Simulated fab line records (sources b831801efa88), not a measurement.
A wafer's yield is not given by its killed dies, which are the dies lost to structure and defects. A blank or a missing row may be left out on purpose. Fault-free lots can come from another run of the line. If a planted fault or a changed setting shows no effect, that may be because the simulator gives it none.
Comparing a struck lot with a sound one :: flow sfqLine :: 37 out of 325 route steps
Sound: these wafers, L367.3, L367.5, L367.6. Struck: wafers L380.3, L380.5, L380.6. At the end, the cause is stated.
Order at every step that has rows: each side's tool, ch and its chambers, its first start. Under that, the readings that differ: sound wafers :: struck wafers :: difference of the means :: sigmas: that difference in standard deviations of wafers without a fault.
alike: readings whose means differ by less than 2 such deviations, and words and numbers that are the same on both sides. not compared: withheld readings, readings that some wafer has no value for, bounds like >300 that may hide the same value, and numbers for which the record gives no deviation and whose values overlap.
The two part at a step that has a row with sigmas, a row that says differs or no value, or rows on one side only. Non-overlapping numbers with no deviation appear without sigmas and do not part them. A reading that every wafer of one side lacks parts them only if that side has two wafers or more.

SFQ_R5_THK_MEAS_934: measures by xrf.
  struck on filmMetro-03, day 54 20:01; sound on filmMetro-02, day 48 17:02
  alike: R5_MONX_THK
then, 6 steps without rows for these wafers: SFQ_TRILAYER_R5_LITHO_COAT_141 (resist thk 62 nm); SFQ_TRILAYER_R5_LITHO_COAT_136 (resist thk 600 nm); SFQ_TRILAYER_R5_LITHO_SOFTBAKE_140; SFQ_TRILAYER_R5_LITHO_EXPOSE_137 (exposes mask R5, target cd 500 nm); SFQ_TRILAYER_R5_LITHO_PEB_139 (peb time 60 s); SFQ_TRILAYER_R5_LITHO_DEVELOP_138 (time 60 s).
-- the record jumps here: 5 days lie between the struck wafers' starts before and after --
SFQ_R5_OVL_MEAS_935:
  struck on overlay-01, day 60 06:12; sound on overlay-01, day 54 13:50
  alike: R5_OVL
then, 2 steps without rows for these wafers: SFQ_TRILAYER_R5_BARC_OPEN_METAL_ETCH_177 (etches BARC in O2, target depth 125 nm, time 41.7 s); SFQ_TRILAYER_R5_ETCH_METAL_ETCH_139 (etches the open film in Cl2, stops on SiO2, target depth 60 nm, time 40 s).
SFQ_TRILAYER_R5_STRIP_STRIP_140: strips in O2.
  sound on rieMetal-04 ch 0,1, day 54 14:11; struck on rieMetal-04 ch 0,1, day 60 06:32
  alike: drypumpMotorCurrentA, oesProductAu
  not compared: rfHoursCounterH
then, 1 step without rows for these wafers: SFQ_TRILAYER_R5_STRIP_SOLV_CLEAN_141 (cleans in NMP, time 600 s).
SFQ_TRILAYER_A5C_DEP_PECVD_142: deposits SiO2 from SiH4/N2O, time 15.556 s, target thk 70 nm.
  sound on pecvd-01 ch 0,1, day 54 14:45; struck on pecvd-02 ch 0,1,2, day 60 07:07
reading: model.SiO2_of_TRILAYER_A5C_DEP_PECVD_142.thkNm (nm)
sound: 69.29 70.56 70.48
struck: 66.09 67.98 67.62
difference: -2.88
sigmas: 
  alike: heaterPowerW, throttleValvePct
then, 6 steps without rows for these wafers: SFQ_TRILAYER_I5_LITHO_COAT_149 (resist thk 62 nm); SFQ_TRILAYER_I5_LITHO_COAT_144 (resist thk 650 nm); SFQ_TRILAYER_I5_LITHO_SOFTBAKE_148; SFQ_TRILAYER_I5_LITHO_EXPOSE_145 (exposes mask I5, target cd 700 nm); SFQ_TRILAYER_I5_LITHO_PEB_147 (peb time 60 s); SFQ_TRILAYER_I5_LITHO_DEVELOP_146 (time 60 s).
-- the record jumps here: 5 days lie between the struck wafers' starts before and after --
SFQ_I5_OVL_MEAS_936:
  struck on overlay-01, day 65 06:00; sound on overlay-02, day 60 00:12
reading: I5_OVL (nm)
sound: 6 9 4
struck: -3 -9 -6
difference: -12
sigmas: -2
then, 1 step without rows for these wafers: SFQ_TRILAYER_I5_BARC_OPEN_VIA_ETCH_200 (etches BARC in O2, target depth 125 nm, time 41.7 s).
SFQ_TRILAYER_I5_ETCH_VIA_ETCH_147: etches the open film in CHF3, stops on Nb, target depth 360 nm.
  sound on rieDiel-02 ch 0,2,3, day 60 00:16; struck on rieDiel-01 ch 0,2, day 65 06:04
reading: drypumpMotorCurrentA (A)
sound: 5.5 5.4 4.9
struck: 6.1 6.1 5.8
difference: +0.7
sigmas: +2
  alike: oesProductAu
SFQ_TRILAYER_I5_STRIP_STRIP_148: strips in O2.
  sound on rieMetal-03 ch 1, day 60 00:49; struck on rieMetal-03 ch 0,1, day 65 06:25
  alike: drypumpMotorCurrentA, oesProductAu
  not compared: rfHoursCounterH
then, 7 steps without rows for these wafers: SFQ_TRILAYER_I5_STRIP_SOLV_CLEAN_149 (cleans in NMP, time 600 s); SFQ_TRILAYER_C5_LITHO_COAT_156 (resist thk 62 nm); SFQ_TRILAYER_C5_LITHO_COAT_151 (resist thk 650 nm); SFQ_TRILAYER_C5_LITHO_SOFTBAKE_155; SFQ_TRILAYER_C5_LITHO_EXPOSE_152 (exposes mask C5, target cd 500 nm); SFQ_TRILAYER_C5_LITHO_PEB_154 (peb time 60 s); SFQ_TRILAYER_C5_LITHO_DEVELOP_153 (time 60 s).
SFQ_C5_OVL_MEAS_937:
  struck on overlay-02, day 65 09:15; sound on overlay-01, day 60 04:03
  alike: C5_OVL
then, 1 step without rows for these wafers: SFQ_TRILAYER_C5_BARC_OPEN_VIA_ETCH_210 (etches BARC in O2, target depth 125 nm, time 41.7 s).
SFQ_TRILAYER_C5_ETCH_VIA_ETCH_154: etches SiO2 in CHF3, stops on Nb, target depth 84 nm.
  sound on rieDiel-01 ch 0,3, day 60 04:07; struck on rieDiel-02 ch 1,2,3, day 65 09:19
reading: drypumpMotorCurrentA (A)
sound: 6.1 5.9 6.1
struck: 5.7 5.4 5.0
difference: -0.7
sigmas: -2

reading: oesProductAu (a.u.)
sound: 0.893 0.895 0.903
struck: 0.866 0.880 0.883
difference: -0.021
sigmas: -3

reading: model.etch.depthNm (nm)
sound: 69.29 70.56 70.48
struck: 66.09 67.98 67.62
difference: -2.88
sigmas: 

reading: model.C5.featureDepthNm (nm)
sound: 69.29 70.56 70.48
struck: 66.09 67.98 67.62
difference: -2.88
sigmas: 
SFQ_TRILAYER_C5_STRIP_STRIP_155: strips in O2.
  sound on rieMetal-02 ch 0,1, day 60 04:22; struck on rieMetal-02 ch 0,1, day 65 09:34
  alike: drypumpMotorCurrentA, oesProductAu
  not compared: rfHoursCounterH
then, 1 step without rows for these wafers: SFQ_TRILAYER_C5_STRIP_SOLV_CLEAN_156 (cleans in NMP, time 600 s).
SFQ_TRILAYER_M6_DEP_PRE_CLEAN_158: time 22.5 s.
  struck on pvdSputter-05, day 65 10:08; sound on pvdSputter-05, day 60 04:56
reading: model.SiO2_of_TRILAYER_A5C_DEP_PECVD_142.thkNm (nm)
sound: 61.79 63.06 62.98
struck: 58.59 60.48 60.12
difference: -2.88
sigmas: 
SFQ_TRILAYER_M6_DEP_SPUTTER_157: material Nb, target thk 200 nm, time 133.3 s.
  struck on pvdSputter-05, day 65 10:10; sound on pvdSputter-05, day 60 04:58
  alike: throttleValvePct

WHERE THEY PART
At SFQ_I5_OVL_MEAS_936 first; at SFQ_TRILAYER_C5_ETCH_VIA_ETCH_154 last (within this record only). Later steps at which nothing parts them and some readings are alike: SFQ_TRILAYER_C5_STRIP_STRIP_155, SFQ_TRILAYER_M6_DEP_SPUTTER_157.

WHY: what the simulator had put in
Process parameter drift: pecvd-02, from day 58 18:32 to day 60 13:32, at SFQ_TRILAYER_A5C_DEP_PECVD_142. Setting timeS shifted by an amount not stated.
